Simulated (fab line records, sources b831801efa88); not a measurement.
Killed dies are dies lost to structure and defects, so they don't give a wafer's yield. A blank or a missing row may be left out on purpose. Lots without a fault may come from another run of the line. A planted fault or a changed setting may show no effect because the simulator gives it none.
One fault seen from 2 desks | flow gf180mcu | each desk has only its own numbers; what lay behind them comes last

THE METROLOGY DESK
What the gauges read, lot by lot, whatever tool the lot ran on: means of the sampled wafers that have a number. A lot is out of limits, marked OUT, if its mean lies more than 4 standard deviations from the usual mean; the brackets give that distance.
Columns: A = V4_W_RS at GF_V4_RS_MEAS_24, usual 0.328 ohm/sq; B = V4_W_THK at GF_V4_THK_MEAS_25, usual 358 nm
lot  | first seen here | A     | B
L399 | day 24 20:07    | 0.332 | 358
L406 | day 27 14:29    | 0.327 | 361
L408 | day 28 06:05    | 0.332 | 351
L415 | day 30 07:24    | 0.327 | 361
L417 | day 30 18:14    | 0.327 | 355
L418 | day 31 03:26    | 0.330 | 355
This desk's finding: nothing out of limits on any of the 6 lots.

THE TOOL OWNER'S DESK: pvd_sputter-01
The tool's own readings at GF_MIM_SPUTTER_01 (material TiN, target thk 30 nm, time 25 s): means of the sampled wafers that have a number, for each lot that ran on this tool. A lot is out of limits, marked OUT, if its mean lies more than 4 standard deviations from the usual mean; the brackets give that distance.
Columns: A = throttle_valve_pct at GF_MIM_SPUTTER_01, usual 30.5 %
lot  | first seen here | A
L399 | day 25 00:29    | 30.2
L406 | day 27 15:02    | 30.0
L408 | day 28 06:53    | 30.5
This desk's finding: nothing out of limits on any of the 3 lots.

PUT TOGETHER
The metrology desk saw nothing out of limits.
The tool owner's desk saw nothing out of limits.

WHAT THE SIMULATOR HAD PUT IN
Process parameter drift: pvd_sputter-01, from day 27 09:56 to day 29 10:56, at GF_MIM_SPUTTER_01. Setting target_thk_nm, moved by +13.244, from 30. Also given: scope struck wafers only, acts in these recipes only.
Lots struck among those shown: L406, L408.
